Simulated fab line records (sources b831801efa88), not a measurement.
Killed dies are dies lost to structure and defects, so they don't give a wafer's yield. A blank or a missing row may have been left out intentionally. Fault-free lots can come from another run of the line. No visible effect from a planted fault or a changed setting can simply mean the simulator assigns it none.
Which of the tools did it?    flow gf180mcu    11 lots, 33 wafers sampled, at 2 steps of a route of 602

## WHAT THE GAUGES READ, wafer by wafer
GF_STI_THK_MEAS_30.
lot   measured     on             STI_OXIDATION_02_THK (nm)
L876  day 2 13:55  film metro-03  10.05 9.97 9.96
L877  day 2 13:53  film metro-01  10.03 10.05 10.13
L878  day 2 21:24  film metro-02  9.89 9.81 9.95
L879  day 3 03:31  film metro-01  10.12 10.13 10.11
L882  day 3 14:49  film metro-02  10.36 10.28 10.25
L884  day 4 02:47  film metro-01  10.02 10.03 10.10
L886  day 4 12:34  film metro-02  9.79 9.94 10.05
L887  day 4 17:28  film metro-03  5.48 5.21 5.32
L888  day 4 23:13  film metro-03  5.14 5.37 5.30
L890  day 5 10:15  film metro-03  10.28 10.25 10.30
L892  day 5 15:58  film metro-01  4.81 4.68 4.74

## WHAT TOOL EACH LOT RAN ON (gives the tool, then ch and the chambers of the sampled wafers, and finally the start)
lot   GF_STI_OXIDATION_29
L876  furnace-02 ch 0, day 2 12:29
L877  furnace-02 ch 0, day 2 12:29
L878  furnace-01 ch 0, day 2 19:59
L879  furnace-01 ch 0, day 3 02:07
L882  furnace-01 ch 0, day 3 13:25
L884  furnace-02 ch 0, day 4 01:22
L886  furnace-01 ch 0, day 4 11:10
L887  furnace-01 ch 0, day 4 16:04
L888  furnace-01 ch 0, day 4 21:49
L890  furnace-02 ch 0, day 5 08:50
L892  furnace-01 ch 0, day 5 14:34
- GF_STI_OXIDATION_29: stabilise 600 s, purge 300 s, target thk 10 nm.

## THE ANSWER, worked out from the rows above alone
Rule: the lots themselves supply what counts as usual. The widest of any qualifying gaps counts: lots, ordered by their means at a reading, are off when they make up no more than a third of the lots, leave a main group of 4 or more, and stand apart from it by 3 or more times the standard deviation of that group's means. A main group is skipped when, at the precision printed for the reading in the tables above, its means are all equal. A lot without any number at a reading at which 4 lots or more have one is off too. The other lots that the step has rows for count as sound.
Off: at GF_STI_THK_MEAS_30 (STI_OXIDATION_02_THK), L887, L888, L892. Mean 10.08 nm and standard deviation 0.14 in the main group.
A tool fits if, at a process step before that reading, it ran every lot that is off, and no sound lot after the first of them. Those tools and the gauges at GF_STI_THK_MEAS_30 are tried in the same way. One candidate fits, namely furnace-01 at GF_STI_OXIDATION_29. A fault onset in the window from L886 (day 4 11:10, its last sound lot) to L887 (day 4 16:04, its first lot off) fits.

## WHAT HAD BEEN PUT IN BY THE SIMULATOR
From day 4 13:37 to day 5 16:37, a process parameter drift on furnace-01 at GF_STI_OXIDATION_29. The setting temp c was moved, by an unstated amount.
Struck lots among those shown: L887, L888, L892. This agrees with what the rule above found.
